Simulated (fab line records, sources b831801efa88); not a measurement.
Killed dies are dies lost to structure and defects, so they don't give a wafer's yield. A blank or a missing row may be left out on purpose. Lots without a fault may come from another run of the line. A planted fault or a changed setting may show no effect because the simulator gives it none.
Chamber matching | flow gf180mcu | GF_V5_CMP_04 on cmp-02: 4 sister chambers
The step polishes SiO2. 8 wafers are shown with their chamber, then 8 later ones without.

WAFERS WITH THEIR CHAMBER
wafer  | chamber | motor_current_A (A)
L334.4 | 0       | 10.4
L335.2 | 0       | 11.2
L336.2 | 3       | 10.6
L336.6 | 1       | 11.3
L339.1 | 1       | 11.8
L339.2 | 2       | 11.4
L339.3 | 3       | 10.1
L347.1 | 2       | 11.5

WAFERS WITHOUT THEIR CHAMBER
wafer  | motor_current_A (A)
L347.2 | 10.3
L347.3 | 11.4
L348.1 | 11.6
L348.2 | 11.2
L348.3 | 10.1
L349.1 | 11.2
L349.4 | 11.6
L349.6 | 11.1

WHICH CHAMBER EACH WENT THROUGH
wafer  | from the rows above               | in truth
L347.2 | can't be placed: 3 or 0           | 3
L347.3 | can't be placed: 2 or 1 or 0      | 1
L348.1 | can't be placed: 1 or 2 or 0      | 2
L348.2 | can't be placed: 2 or 1 or 0 or 3 | 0
L348.3 | can't be placed: 3 or 0           | 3
L349.1 | can't be placed: 2 or 1 or 0 or 3 | 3
L349.4 | can't be placed: 1 or 2 or 0      | 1
L349.6 | can't be placed: 0 or 2 or 1 or 3 | 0
Placed correctly: 0 of 8. Can't be placed from these rows: 8 (the true chamber is among the candidates in 8). Placed wrongly: 0.
How it was worked out, from the rows above alone: a wafer's distance from a chamber is the root of the sum, over the readings, of the square of ((its reading less the chamber's mean) divided by the reading's scatter). The wafer belongs to the nearest chamber; if the next one is less than 2 further off, it can't be placed. A chamber's mean is the mean of its shown wafers. The scatter: the root of (the sum of the squares of (reading less its chamber's mean) over the shown wafers, divided by (wafers less chambers)).
